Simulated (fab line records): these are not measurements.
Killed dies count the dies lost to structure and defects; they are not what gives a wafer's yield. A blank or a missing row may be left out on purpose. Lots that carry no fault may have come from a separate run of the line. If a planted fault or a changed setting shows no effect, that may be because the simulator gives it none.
fab line records + flow sky130
[record]
- lots = 4
- wafers = 12
- last_day = 49
route steps=708 shown METAL3@555 VIA3@573 PAD_OPEN@708
lots untouched by any fault: they come from a run of this same line in which no faults occurred
start_h: start of the lot's first displayed wafer, in hours after the record's first day + wait_h: hours elapsed since this lot's preceding step + " the same as in the row above + L1.1+2: one row covering several wafers at once + - value missing, or start not given + * or withheld: withheld + < > ~ a bound
route shown NAME@n: a module of which the file shows steps, and the number in the route of the first + usual: mean/standard deviation taken from wafers without a fault + same: alike in all rows + chamber/n: place in a boat + sites: the reading at each site + _std_site: standard deviation across them + _edge_site: mean of outer sites minus mean of inner sites + radius_mm: for every site, how far away it sits from the centre of the wafer + mask NAME#n: copy n + behind: the last tool/chamber to shape the wafer + hold: why the lot was held/for how many hours/how that ended + device: transistor that didn't switch, given as n, p or np + end of line: the tests these same wafers got at the end of their route + for a step that has no rows: nothing shown but its recipe + killed: the dies lost at the first sort to structure and to defects; this is not the yield of the wafer + map: dies across one wafer; x = killed, . = not, _ = none there
set.NAME: the setting that was run; set.NAME@STEP: the one run at that earlier step + model.NAME: the simulator's own value behind a step, which no gauge read
lots at some steps of the route; a table a step, a row a wafer
services: a tool's chamber out of use, with start hour (start_h, from the record's first day; less than 0 if before it), hours out, and reason
[[steps]]
[step SKY_METAL3_DEHYDRATE_05]
[recipe]
- temp_c = 200
- time_s = 60
[step SKY_METAL3_HMDS_06]
[recipe]
- prime_time_s = 60
- prime_temp_c = 120
[step SKY_METAL3_COAT_07]
[recipe]
- resist = BARC
- temp_c = withheld
- time_s = withheld
- spin_rpm = 3000
- resist_thk_nm = 60
[step SKY_METAL3_COAT_08]
[recipe]
- resist = KrF-thick
- spin_rpm = 3000
- resist_thk_nm = 1154
[step SKY_METAL3_SOFTBAKE_09]
[recipe]
- temp_c = 100
- time_s = 90
- resist = KrF-thick
[step SKY_METAL3_EXPOSE_10]
[recipe]
- mask_id = MM3
- na = 0.68
- source_shape = annular
- sigma_inner = 0.4
- sigma_outer = 0.8
- target_cd_nm = 300
- dose_mj = 28
[step SKY_METAL3_PEB_11]
[recipe]
- peb_temp_c = withheld
- peb_time_s = withheld
- resist = KrF-thick
[step SKY_METAL3_DEVELOP_12]
[recipe]
- develop_time_s = 60
- resist = KrF-thick
- dev_temp_c = 21
[step SKY_METAL3_DESCUM_15]
[recipe]
- chemistry = O2
- source_power_w = 150
- bias_power_w = 0
- pressure_mtorr = 10
- temp_c = 40
- time_s = 8
[step SKY_METAL3_ETCH_16]
[recipe]
- chemistry = N2/H2
- target = BARC
- ion_energy_ev = 200
- bias_w = 100
- pressure_mtorr = 30
- n2_flow_sccm = 100
- h2_flow_sccm = 200
- icp_w = 500
- stop_on = SiO2
- time_s = 88.2
- target_depth_a = 600
[step SKY_METAL3_ETCH_17]
[recipe]
- target = SiO2
- stop_on = TiN
- chemistry = C4F8/O2/Ar
- source_w = 1500
- bias_w = 1200
- pressure_mtorr = 40
- c4f8_flow_sccm = withheld
- O2_flow_sccm = 6
- Ar_flow_sccm = 300
- time_s = 3.9
- target_depth_a = 150
[usual]
- oes_product_au = 0.754/0.0075
| lot.wafer | tool        | chamber | start_h | wait_h | oes_product_au | rf_hours_counter_h |
|-----------|-------------|---------|---------|--------|----------------|--------------------|
| L319.3    | rie_diel-01 | 0       | 896.91  | 0.0    | 0.753          | 2                  |
| L319.4    | "           | 1       | "       | "      | 0.751          | 19                 |
| L319.6    | "           | 3       | "       | "      | 0.756          | -                  |
| L331.4    | rie_diel-01 | 3       | 989.04  | 0.1    | 0.749          | 8                  |
| L331.5    | "           | 3       | "       | "      | 0.763          | -                  |
| L331.6    | "           | 0       | "       | "      | 0.764          | -                  |
| L332.4    | rie_diel-01 | 2       | 995.06  | 0.0    | 0.752          | 25                 |
| L332.5    | "           | 1       | "       | "      | 0.751          | -                  |
| L332.6    | "           | 0       | "       | "      | 0.754          | -                  |
| L334.3    | rie_diel-03 | 2       | 1026.65 | 0.1    | 0.755          | 21                 |
| L334.4    | "           | 3       | "       | "      | 0.766          | 14                 |
| L334.6    | "           | 1       | "       | "      | 0.744          | -                  |
[step SKY_METAL3_METAL_ETCH_18]
[recipe]
- target_depth_a = 8450
- stop_on = SiO2
- over_etch_frac = 0.3
- time_s = 183.1
- chemistry = Cl2/BCl3
- resist_sidewall_deg = 88
- pressure_mtorr = 10
- icp_w = 900
- bias_w = 48.5
- Cl2_flow_sccm = 60
- bcl3_flow_sccm = 30
[step SKY_METAL3_STRIP_19]
[recipe]
- chemistry = O2/N2
- power_w = 1400
- pressure_mtorr = 1500
- platen_temp_c = withheld
- o2_flow_sccm = 3000
- n2_flow_sccm = 300
- overash_fraction = 0.5
[step SKY_METAL3_STRIP_20]
[recipe]
- chemistry = post_etch_residue_remover
- time_s = 1200
- temp_c = 72.5
[step SKY_METAL3_CLEAN_21]
[recipe]
- chemistry = IPA
- time_s = 180
- temp_c = 25
[step SKY_METAL3_CLEAN_22]
[recipe]
- chemistry = O3/DIW
- dry = n2_spin
[step SKY_VIA3_HDPCVD_00]
[recipe]
- material = SiO2
- target_thk_nm = 1635
- sigma_open_frac = 0.3
- time_s = 272.5
- temp_c = 400
- sih4_flow_sccm = 60
- pressure_mtorr = 6
[step SKY_VIA3_CMP_02]
[recipe]
- material = SiO2
- down_force_psi = 4
- platen_rpm = 60
- pad_velocity_m_s = 0.94248
[step SKY_VIA3_DEHYDRATE_04]
[recipe]
- temp_c = 200
- time_s = 60
[step SKY_VIA3_HMDS_05]
[recipe]
- prime_time_s = 60
- prime_temp_c = 120
[step SKY_VIA3_COAT_06]
[recipe]
- resist = BARC
- temp_c = withheld
- time_s = withheld
- spin_rpm = 3000
- resist_thk_nm = 60
[step SKY_VIA3_COAT_07]
[recipe]
- resist = KrF-thick
- spin_rpm = 3000
- resist_thk_nm = 450
[step SKY_VIA3_SOFTBAKE_08]
[recipe]
- temp_c = 100
- time_s = 90
- resist = KrF-thick
[step SKY_VIA3_EXPOSE_09]
[recipe]
- mask_id = VIM3
- na = 0.8
- source_shape = annular
- sigma_inner = 0.55
- sigma_outer = 0.85
- target_cd_nm = 200
- dose_mj = 38
[step SKY_VIA3_PEB_10]
[recipe]
- peb_temp_c = withheld
- peb_time_s = withheld
- resist = KrF-thick
[step SKY_VIA3_DEVELOP_11]
[recipe]
- develop_time_s = 60
- resist = KrF-thick
- dev_temp_c = 21
[step SKY_VIA3_ETCH_14]
[recipe]
- chemistry = N2/H2
- target = BARC
- ion_energy_ev = 200
- source_w = 500
- bias_w = 100
- pressure_mtorr = 30
- n2_flow_sccm = 100
- h2_flow_sccm = 200
- stop_on = SiO2
- time_s = 45.9
- target_depth_a = 600
[step SKY_VIA3_ETCH_15]
[recipe]
- target = SiO2
- chemistry = C4F8/O2/Ar
- target_depth_nm = 507
- stop_on = TiN
- mask_material = KrF-thick
- source_w = 1500
- bias_w = 1200
- pressure_mtorr = 40
- c4f8_flow_sccm = withheld
- O2_flow_sccm = 6
- Ar_flow_sccm = 300
- time_s = 78
[step SKY_VIA3_STRIP_16]
[recipe]
- chemistry = O2/N2
- power_w = 1400
- pressure_mtorr = 1500
- platen_temp_c = withheld
- o2_flow_sccm = 3000
- n2_flow_sccm = 300
- overash_fraction = 0.5
[step SKY_VIA3_STRIP_17]
[recipe]
- chemistry = post_etch_residue_remover
- time_s = 1200
- temp_c = 72.5
[step SKY_VIA3_CLEAN_18]
[recipe]
- chemistry = IPA
- time_s = 180
- temp_c = 25
[step SKY_VIA3_CLEAN_19]
[recipe]
- chemistry = O3/DIW
- dry = n2_spin
[step SKY_VIA3_SPUTTER_20]
[recipe]
- material = TiN
- target_thk_nm = 20
- chamber_pressure_pa = 5
- power_w = 4000
- time_s = 80
[step SKY_VIA3_CVD_21]
[recipe]
- material = W
- target_thk_nm = 390
- time_s = 117.31
- temp_c = 400
- pressure_torr = 40
[step SKY_PAD_OPEN_PROBE_99]
[usual]
- defect_limited_yield = 82.8/1.7
- killed_at_M0_to_M3 = 43/6.2
- killed_at_M4_up = 2.8/1.7
- killed_at_contacts = 24/4.8
- killed_at_front_end = 15/4.3
- killed_at_other = 0.3/0.55
- killed_dies = 85/8.4
- killed_open = 46/6.7
- killed_short = 38/6.2
- sort_bin_3_pad_short = 0.9/0.46
- sort_bin_5_function = 10.2/1.3
- sort_bin_6_memory = 6.1/0.9
- sort_n_pass = 407/8.4
- sort_yield_pct = 82.8/1.7
[same]
- gross_dies = 492
- killed_at_back_side = 0
- sort_bin_4_leakage[%] = 0
- sort_bin_8_speed[%] = 0
| lot.wafer | tool      | chamber | start_h | wait_h | defect_limited_yield[%] | killed_at_M0_to_M3 | killed_at_M4_up | killed_at_contacts | killed_at_front_end | killed_at_other | killed_dies | killed_open | killed_short | sort_bin_3_pad_short[%] | sort_bin_5_function[%] | sort_bin_6_memory[%] | sort_n_pass | sort_yield_pct[%] | model.etest.tester.sort_n_pass | model.etest.tester.sort_yield_pct | model.etest.tester.sort_bin_5_pct | model.etest.tester.sort_bin_3_pct |
|-----------|-----------|---------|---------|--------|-------------------------|--------------------|-----------------|--------------------|---------------------|-----------------|-------------|-------------|--------------|-------------------------|------------------------|----------------------|-------------|-------------------|--------------------------------|-----------------------------------|-----------------------------------|-----------------------------------|
| L331.4    | prober-01 | -       | 1145.43 | 0.2    | 75.4                    | 77                 | 3               | 20                 | 21                  | 0               | 121         | 45          | 34           | 1.0                     | 15.0                   | 8.5                  | 371         | 75.4              | 371                            | 75.41                             | 15.04                             | 1.016                             |
| L331.5    | prober-01 | -       | 1145.48 | 0.2    | 74.8                    | 85                 | 3               | 21                 | 15                  | 0               | 124         | 50          | 35           | 1.4                     | 16.5                   | 7.3                  | 368         | 74.8              | 368                            | 74.8                              | 16.46                             | 1.423                             |
| L331.6    | prober-01 | -       | 1145.53 | 0.2    | 80.7                    | 60                 | 4               | 20                 | 11                  | 0               | 95          | 47          | 30           | 1.0                     | 11.4                   | 6.9                  | 397         | 80.7              | 397                            | 80.69                             | 11.38                             | 1.016                             |
| L332.4    | prober-01 | -       | 1147.34 | 0.2    | 73.4                    | 95                 | 5               | 23                 | 8                   | 0               | 131         | 43          | 39           | 2.2                     | 16.1                   | 8.3                  | 361         | 73.4              | 361                            | 73.37                             | 16.06                             | 2.236                             |
| L332.5    | prober-01 | -       | 1147.39 | 0.2    | 81.7                    | 55                 | 2               | 22                 | 11                  | 0               | 90          | 33          | 35           | 0.6                     | 11.2                   | 6.5                  | 402         | 81.7              | 402                            | 81.71                             | 11.18                             | 0.6098                            |
| L332.6    | prober-01 | -       | 1147.44 | 0.2    | 77.4                    | 63                 | 2               | 27                 | 19                  | 0               | 111         | 48          | 43           | 2.4                     | 13.4                   | 6.7                  | 381         | 77.4              | 381                            | 77.44                             | 13.41                             | 2.439                             |
// killed by level:class
L331.4 METAL3:unspecified=42 FIELD_ISO:geometric_particle:open=7 CONTACT:geometric_particle:open=7 VIA2:geometric_particle:open=7 FIELD_ISO:geometric_particle:short=5 VIA1:geometric_particle:open=5 METAL1:geometric_particle:short=5 LI_CONTACT:geometric_particle:open=4
L331.5 METAL3:unspecified=38 CONTACT:geometric_particle:open=8 LI_CONTACT:geometric_particle:open=8 VIA3:geometric_particle:open=8 VIA1:geometric_particle:open=7 VIA2:geometric_particle:open=7 METAL2:geometric_particle:short=6 POLY_GATE:geometric_particle:short=4
L331.6 METAL3:unspecified=17 VIA1:geometric_particle:open=15 VIA3:geometric_particle:open=9 LI_CONTACT:geometric_particle:open=7 CONTACT:geometric_particle:open=5 FIELD_ISO:geometric_particle:short=4 METAL1:geometric_particle:short=4 LOCAL_INTERCONNECT:geometric_particle:short=3
L332.4 METAL3:unspecified=49 VIA1:geometric_particle:open=11 METAL2:geometric_particle:short=8 CONTACT:geometric_particle:open=8 CONTACT:geometric_particle:short=6 VIA1:geometric_particle:short=6 VIA2:geometric_particle:open=5 LOCAL_INTERCONNECT:geometric_particle:short=4
L332.5 METAL3:unspecified=22 METAL2:geometric_particle:short=11 LI_CONTACT:geometric_particle:open=8 POLY_GATE:geometric_particle:open=5 CONTACT:geometric_particle:open=5 VIA1:geometric_particle:open=5 VIA3:geometric_particle:open=5 LI_CONTACT:geometric_particle:short=4
L332.6 METAL3:unspecified=20 CONTACT:geometric_particle:open=10 METAL2:geometric_particle:short=9 LI_CONTACT:geometric_particle:open=6 VIA2:geometric_particle:open=6 METAL2:geometric_particle:open=5 FIELD_ISO:geometric_particle:open=4 POLY_GATE:geometric_particle:short=4
// map L331.5 (x killed, . not)
__________.........x_________
________.........x...._______
______.....x.x.x....x..._____
_____..x..xx..x.x..x.x...____
____.x.x.....x............___
___.x.x...................x__
__...x...x..x...x...x..x...._
_..x.....x..x...........xx...
_.x.x..x....xx..x.....x..x...
_x...x....................x.x
_....xx.....x...x.x..........
_...x..x......x.....x.x.x..x.
_....x.x..x......x.x.....x..x
_.xxx...x..............x.....
_..x....xxxx...x.x...........
__...x..x.xxxx.x...xx......._
___......xxxxxx.........xx.__
____......xxxxxx..x...xx..___
_____...xxxxxxxxxxx...x..____
______...xxxxxx..x...x.._____
________...x.x........_______
__________..xxx....._________
// map L332.4 (x killed, . not)
__________......x..._________
________...x......x..._______
______..x..x.xx....x.x.._____
_____...x..xxxxxxx..x....____
____........xxxxxx.x.x....___
___.....x..xxxxxxxx.x......__
__.........xxxxxxxxx......x._
_x....x..x..xxxxxxx.....x.x..
_....x...xxxxxxxxxx..x.x.x.x.
_x.............xxx...xx..x.x.
_xxx.xx.x...x...x...x........
_......x......x.x...x.x......
_.....x......x..x............
_x...............xx..........
_....x..x..x.........x......x
__..x.x....x.x...x...x...x.._
___..x..xx..xx........x....__
____..........x.......x...___
_____x......x.........x..____
______x.....x..........x_____
________x...x....x...._______
__________...x......_________
[[services]]
| tool        | chamber | start_h | hours | kind   |
|-------------|---------|---------|-------|--------|
| rie_diel-01 | 2       | 942.90  | 8.1   | repair |
[[key]]
[first_sign]
- step = SKY_PAD_OPEN_PROBE_99
- reading = killed_at_M0_to_M3
- direction = up
- sigmas = 4.7
- usual = 43
- struck = 72
[effect]
- step = SKY_PAD_OPEN_PROBE_99
- reading = defect_limited_yield
- direction = down
- sigmas = 3.2
- usual = 82.8
- struck = 77.2
- wafers_moved = 4
[model_effect]
- step = SKY_PAD_OPEN_PROBE_99
- value = etest.tester.sort_n_pass
- without = 407.5
- struck = 380
met_at SKY_METAL3_ETCH_17
struck_wafers L331.4,L331.5,L331.6,L332.4,L332.5,L332.6
onset_between 896.91 989.04
[fault]
- kind = chamber_particle_source
- tool = rie_diel-01
- chamber = -
- onset_h = 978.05
- steps = SKY_METAL3_ETCH_17
- rate_per_visit_cm2 = 0.38276
- end_h = 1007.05
